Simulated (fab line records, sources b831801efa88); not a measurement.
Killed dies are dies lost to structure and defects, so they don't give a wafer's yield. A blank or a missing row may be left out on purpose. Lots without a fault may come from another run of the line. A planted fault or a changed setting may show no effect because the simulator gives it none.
Chamber matching | flow gf180mcu | GF_V1_ETCH_16 on rie_diel-02: 4 sister chambers
The step etches BARC in N2/H2. 14 wafers are shown with their chamber, then 7 later ones without.

WAFERS WITH THEIR CHAMBER
wafer  | chamber | drypump_motor_current_A (A) | oes_product_au (a.u.) | bias_w (W)
L650.1 | 2       | 5.9                         | 0.858                 | 99.93
L650.4 | 1       | 5.4                         | 0.852                 | 100.05
L650.6 | 2       | 5.9                         | 0.855                 | 99.93
L651.1 | 3       | 6.2                         | 0.856                 | 99.93
L651.2 | 0       | 6.4                         | 0.852                 | 100.30
L651.4 | 1       | 5.4                         | 0.858                 | 99.94
L665.1 | 3       | 6.2                         | 0.849                 | 100.20
L665.3 | 2       | 5.8                         | 0.855                 | 99.73
L665.5 | 2       | 5.9                         | 0.857                 | 100.38
L669.2 | 1       | 5.3                         | 0.855                 | 99.93
L669.3 | 3       | 6.2                         | 0.861                 | 100.12
L669.5 | 0       | 6.4                         | 0.852                 | 100.01
L670.1 | 1       | 5.4                         | 0.851                 | 99.74
L670.5 | 0       | 6.4                         | 0.851                 | 100.31

SIGNATURES (means of the wafers above)
reading                 | chamber 0 | chamber 1 | chamber 2 | chamber 3 | scatter within a chamber
drypump_motor_current_A | 6.400     | 5.375     | 5.875     | 6.200     | 0.0387
oes_product_au          | 0.85167   | 0.85400   | 0.85625   | 0.85533   | 0.00332
bias_w                  | 100.2067  | 99.9150   | 99.9925   | 100.0833  | 0.193
Rule: a wafer's distance from a chamber is the root of the sum, over the readings, of the square of ((its reading less the chamber's mean) divided by the reading's scatter). The wafer belongs to the nearest chamber; if the next one is less than 2 further off, it can't be placed. The scatter: the root of (the sum of the squares of (reading less its chamber's mean) over the shown wafers, divided by (wafers less chambers)).

WAFERS WITHOUT THEIR CHAMBER
wafer  | drypump_motor_current_A (A) | oes_product_au (a.u.) | bias_w (W)
L670.6 | 5.3                         | 0.856                 | 100.26
L671.4 | 6.4                         | 0.858                 | 100.78
L671.5 | 5.4                         | 0.859                 | 100.17
L671.6 | 6.4                         | 0.855                 | 99.77
L673.2 | 5.8                         | 0.849                 | 99.84
L673.3 | 6.4                         | 0.856                 | 99.96
L673.5 | 5.3                         | 0.858                 | 100.48

WHICH CHAMBER EACH WENT THROUGH
wafer  | from the rows above | in truth
L670.6 | 1                   | 1
L671.4 | 0                   | 0
L671.5 | 1                   | 1
L671.6 | 0                   | 0
L673.2 | 2                   | 2
L673.3 | 0                   | 0
L673.5 | 1                   | 1
Placed correctly: 7 of 7. Can't be placed from these rows: 0. Placed wrongly: 0.
